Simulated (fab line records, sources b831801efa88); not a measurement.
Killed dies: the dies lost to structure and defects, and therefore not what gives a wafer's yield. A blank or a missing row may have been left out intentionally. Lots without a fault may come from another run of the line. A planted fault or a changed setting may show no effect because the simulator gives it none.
A lot that was struck, set against a sound lot -- flow sky130 -- 28 steps out of a route of 708
Sound: these wafers, L769.1, L769.2, L769.4. The struck wafers were L764.1, L764.4, L764.5. The cause is given at the end.
At each step with rows: each side's tool, then ch and its chambers, then its first start. Under that, the readings that differ: sound wafers -- struck wafers -- difference of the means -- sigmas: that difference in standard deviations of wafers without a fault.
alike: readings with means less than 2 such deviations apart, plus words and numbers identical on both sides. not compared: withheld readings, readings lacking a value on some wafer, bounds such as >300 that could conceal the same value, and numbers that have no deviation in the record and whose values overlap.
Wherever a step has rows on one side only, a row that says differs or no value, or a row with sigmas, the two part there. Numbers that have no deviation but don't overlap get no sigmas and don't part them. A reading that every wafer of one side lacks parts them only if that side has two wafers or more.

SKY_SD_P_OVL_MEAS_08:
  sound on overlay-01 at day 29 22:14; struck on overlay-01 at day 28 10:52
reading,sound,struck,difference,sigmas
SD_P_OVL (nm),-3.1 -3.6 -2.1,0.5 0.9 0.9,+3.7,+3
following that, these wafers have no rows for 1 step: SKY_SD_P_IMPLANT_09.
SKY_SD_P_STRIP_10: strips in O2/N2.
  sound on plasma asher-01 ch 0,1, day 29 22:25; struck on plasma asher-04 ch 0,1, day 28 11:04
  alike: chamber pressure mTorr, drypump motor current A, oes product au, strip time to endpoint s
  not compared: rf hours counter h
SKY_SD_P_TW_MEAS_11:
  sound on film metro-01 at day 29 22:31; struck on film metro-04 at day 28 11:10
reading,sound,struck,difference,sigmas
SD_P_TW,2773 2764 2766,2874 2879 2866,+105,+3
then, 8 steps without rows for these wafers: SKY_RES_XHIGH_DEHYDRATE_00 (time 60 s); SKY_RES_XHIGH_HMDS_01 (prime time 60 s); SKY_RES_XHIGH_COAT_02 (resist thk 1140 nm); SKY_RES_XHIGH_SOFTBAKE_03 (time 60 s); SKY_RES_XHIGH_EXPOSE_04 (exposes mask URPM, target cd 1270 nm); SKY_RES_XHIGH_PEB_05; SKY_RES_XHIGH_DEVELOP_06 (develop time 60 s); SKY_RES_XHIGH_IMPLANT_07.
SKY_RES_XHIGH_STRIP_08: strips in O2/N2.
  sound on plasma asher-04 ch 0,1, day 31 02:23; struck on plasma asher-03 ch 0,1, day 29 15:35
reading,sound,struck,difference,sigmas
oes product au (a.u.),0.710 0.704 0.710,0.939 0.940 0.944,+0.233,+46
strip time to endpoint s (s),14.37 14.35 14.35,- - -,no value on the struck wafers,
model.NOVOLAK_of_RES_XHIGH_COAT_02.thk nm (nm),0 0 0,255.4 255.3 256.5,+255.7,
  alike: chamber pressure mTorr, drypump motor current A
  not compared: rf hours counter h
SKY_RES_XHIGH_TW_MEAS_09:
  sound on film metro-04 at day 31 02:29; struck on film metro-03 at day 29 15:41
  alike: RES_XHIGH_TW
then, 7 steps without rows for these wafers: SKY_SD_N_DEHYDRATE_00 (time 60 s); SKY_SD_N_HMDS_01 (prime time 60 s); SKY_SD_N_COAT_02 (resist thk 1140 nm); SKY_SD_N_SOFTBAKE_03 (time 60 s); SKY_SD_N_EXPOSE_04 (exposes mask NSDM, target cd 380 nm); SKY_SD_N_PEB_05; SKY_SD_N_DEVELOP_06 (develop time 60 s).
SKY_SD_N_CD_MEAS_07: the cd target is 380 nm.
  sound on cd sem-01 at day 32 05:41; struck on cd sem-01 at day 30 19:47
reading,sound,struck,difference,sigmas
cd nm (nm),376.1 376.0 376.3,381.8 384.4 383.0,+6.9,+3
SKY_SD_N_OVL_MEAS_08:
  sound on overlay-01 at day 32 05:48; struck on overlay-01 at day 30 19:55
  alike: SD_N_OVL
then, 2 steps without rows for these wafers: SKY_SD_N_IMPLANT_09; SKY_SD_N_IMPLANT_10.
SKY_SD_N_STRIP_11: strips in O2/N2.
  sound on plasma asher-03 ch 0,1, day 32 06:08; struck on plasma asher-04 ch 0, day 30 20:15
reading,sound,struck,difference,sigmas
oes product au (a.u.),0.533 0.519 0.525,0.554 0.554 0.549,+0.027,+5
strip time to endpoint s (s),22.63 22.64 22.61,26.26 26.30 26.31,+3.66,+73
  alike: chamber pressure mTorr, drypump motor current A
  not compared: rf hours counter h
SKY_SD_N_TW_MEAS_12:
  sound on film metro-01 at day 32 06:14; struck on film metro-01 at day 30 20:21
reading,sound,struck,difference,sigmas
SD_N_TW,3927 3929 3931,30 30 29,-3899,-71
then, 1 step without rows for these wafers: SKY_SD_N_CLEAN_13 (cleans in SC1/SC2, time 150 s).

== WHERE THEY PART ==
Earliest at SKY_SD_P_OVL_MEAS_08; latest, in this record, at SKY_SD_N_TW_MEAS_12.

WHY: what had been put in by the simulator
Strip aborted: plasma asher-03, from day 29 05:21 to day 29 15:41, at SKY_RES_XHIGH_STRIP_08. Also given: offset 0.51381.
